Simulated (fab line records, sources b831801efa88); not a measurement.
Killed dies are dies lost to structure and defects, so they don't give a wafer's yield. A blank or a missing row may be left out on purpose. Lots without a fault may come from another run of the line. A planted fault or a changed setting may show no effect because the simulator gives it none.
Which tool did it? | flow gf180mcu | 13 lots, 39 wafers sampled, at 4 steps of a route of 602

WHAT THE GAUGES READ, wafer by wafer
GF_V5_OVL_MEAS_15. Usual: V5_OVL 0 nm, standard deviation 6.2.
lot  | measured     | on         | V5_OVL (nm) | flag
L492 | day 27 09:52 | overlay-01 | -3 6 1      |
L494 | day 28 04:17 | overlay-01 | -9 -6 1     |
L496 | day 28 17:05 | overlay-01 | -7 -2 6     |
L497 | day 29 02:52 | overlay-02 | -18 -14 -17 |
L498 | day 29 09:02 | overlay-01 | 5 10 -2     |
L501 | day 30 11:23 | overlay-01 | 11 8 2      |
L502 | day 30 14:05 | overlay-02 | -3 -7 3     |
L503 | day 30 21:23 | overlay-01 | 2 -1 -1     |
L505 | day 31 05:03 | overlay-02 | 8 9 -2      |
L506 | day 31 19:52 | overlay-01 | 2 6 4       |
L507 | day 32 04:11 | overlay-02 | -1 -3 8     |
L509 | day 32 10:33 | overlay-01 | 6 5 1       |
L514 | day 33 11:11 | overlay-01 | -2 4 1      |

GF_TOP_METAL_RS_MEAS_05: measures by four-point-probe. Usual: TOP_METAL_ALCU_RS 0.0329 ohm/sq, standard deviation 0.00044.
lot  | measured     | on            | TOP_METAL_ALCU_RS (ohm/sq) | flag
L492 | day 27 11:32 | film_metro-01 | 0.0328 0.0326 0.0324       |
L494 | day 28 05:58 | film_metro-01 | 0.0327 0.0330 0.0329       |
L496 | day 28 18:44 | film_metro-01 | 0.0327 0.0330 0.0327       |
L497 | day 29 04:53 | film_metro-02 | 0.0329 0.0327 0.0329       |
L498 | day 29 10:42 | film_metro-03 | 0.0336 0.0335 0.0330       |
L501 | day 30 13:19 | film_metro-03 | 0.0324 0.0327 0.0328       |
L502 | day 30 16:01 | film_metro-01 | 0.0329 0.0331 0.0333       |
L503 | day 30 23:02 | film_metro-02 | 0.0331 0.0329 0.0328       |
L505 | day 31 06:50 | film_metro-01 | 0.0323 0.0319 0.0322       |
L506 | day 31 21:35 | film_metro-02 | 0.0317 0.0318 0.0318       |
L507 | day 32 05:49 | film_metro-03 | 0.0331 0.0330 0.0330       |
L509 | day 32 12:23 | film_metro-01 | 0.0329 0.0331 0.0334       |
L514 | day 33 13:04 | film_metro-02 | 0.0326 0.0329 0.0326       |

GF_TOP_METAL_THK_MEAS_06: measures by xrf. Usual: TOP_METAL_ALCU_THK 908 nm, standard deviation 13.
lot  | measured     | on            | TOP_METAL_ALCU_THK (nm) | flag
L492 | day 27 11:40 | film_metro-01 | 911 917 921             |
L494 | day 28 06:04 | film_metro-01 | 911 903 908             |
L496 | day 28 18:50 | film_metro-01 | 918 902 913             |
L497 | day 29 05:01 | film_metro-02 | 911 919 913             |
L498 | day 29 10:49 | film_metro-03 | 895 894 909             |
L501 | day 30 13:26 | film_metro-03 | 933 924 922             |
L502 | day 30 16:08 | film_metro-01 | 899 898 893             |
L503 | day 30 23:08 | film_metro-02 | 902 906 910             |
L505 | day 31 06:57 | film_metro-01 | 920 930 928             |
L506 | day 31 21:40 | film_metro-02 | 947 935 935             |
L507 | day 32 05:56 | film_metro-03 | 899 903 901             |
L509 | day 32 12:30 | film_metro-01 | 904 900 895             |
L514 | day 33 13:09 | film_metro-02 | 914 902 906             |

WHICH TOOL RAN EACH LOT (tool, then ch and the chambers of the sampled wafers, then the start)
lot  | GF_SALICIDE_SPUTTER_03
L492 | pvd_sputter-02, day 15 09:56
L494 | pvd_sputter-02, day 16 04:36
L496 | pvd_sputter-04, day 16 22:43
L497 | pvd_sputter-02, day 17 08:32
L498 | pvd_sputter-02, day 17 18:01
L501 | pvd_sputter-01, day 19 00:00
L502 | pvd_sputter-02, day 19 02:07
L503 | pvd_sputter-04, day 19 13:22
L505 | pvd_sputter-02, day 20 00:07
L506 | pvd_sputter-02, day 20 21:05
L507 | pvd_sputter-04, day 21 05:44
L509 | pvd_sputter-02, day 21 18:44
L514 | pvd_sputter-01, day 23 04:11
- GF_SALICIDE_SPUTTER_03: material TiN, target thk 20 nm, time 16.7 s.

WHAT THE TOOLS THEMSELVES READ (means of the sampled wafers that have a number; where no wafer has one, the mark that the record gives instead)
GF_SALICIDE_SPUTTER_03. Usual: throttle_valve_pct 29.6 %, standard deviation 1.
lot  | tool           | throttle_valve_pct (%) | flag
L492 | pvd_sputter-02 | 29.8                   |
L494 | pvd_sputter-02 | 29.8                   |
L496 | pvd_sputter-04 | 30.0                   |
L497 | pvd_sputter-02 | 29.2                   |
L498 | pvd_sputter-02 | 29.9                   |
L501 | pvd_sputter-01 | 29.6                   |
L502 | pvd_sputter-02 | 29.7                   |
L503 | pvd_sputter-04 | 30.7                   |
L505 | pvd_sputter-02 | 29.5                   |
L506 | pvd_sputter-02 | 29.2                   |
L507 | pvd_sputter-04 | 29.7                   |
L509 | pvd_sputter-02 | 29.9                   |
L514 | pvd_sputter-01 | 29.2                   |

THE ANSWER, worked out from the rows above alone
Rule: a lot is off if the mean of its wafers that have a number lies more than 3 standard deviations from the usual mean. A lot without any number at a reading at which 4 lots or more have one is off too. The other lots that the step has rows for count as sound. The gauges are gone through in route order, then the tools' own readings, and for those a lot's mean is taken as printed above. The first step at which some lot is off is used, and at that step the reading that is off furthest; a lot without a number counts as furthest.
No lot is off at any reading shown: from this, nothing can be told.

WHAT THE SIMULATOR HAD PUT IN
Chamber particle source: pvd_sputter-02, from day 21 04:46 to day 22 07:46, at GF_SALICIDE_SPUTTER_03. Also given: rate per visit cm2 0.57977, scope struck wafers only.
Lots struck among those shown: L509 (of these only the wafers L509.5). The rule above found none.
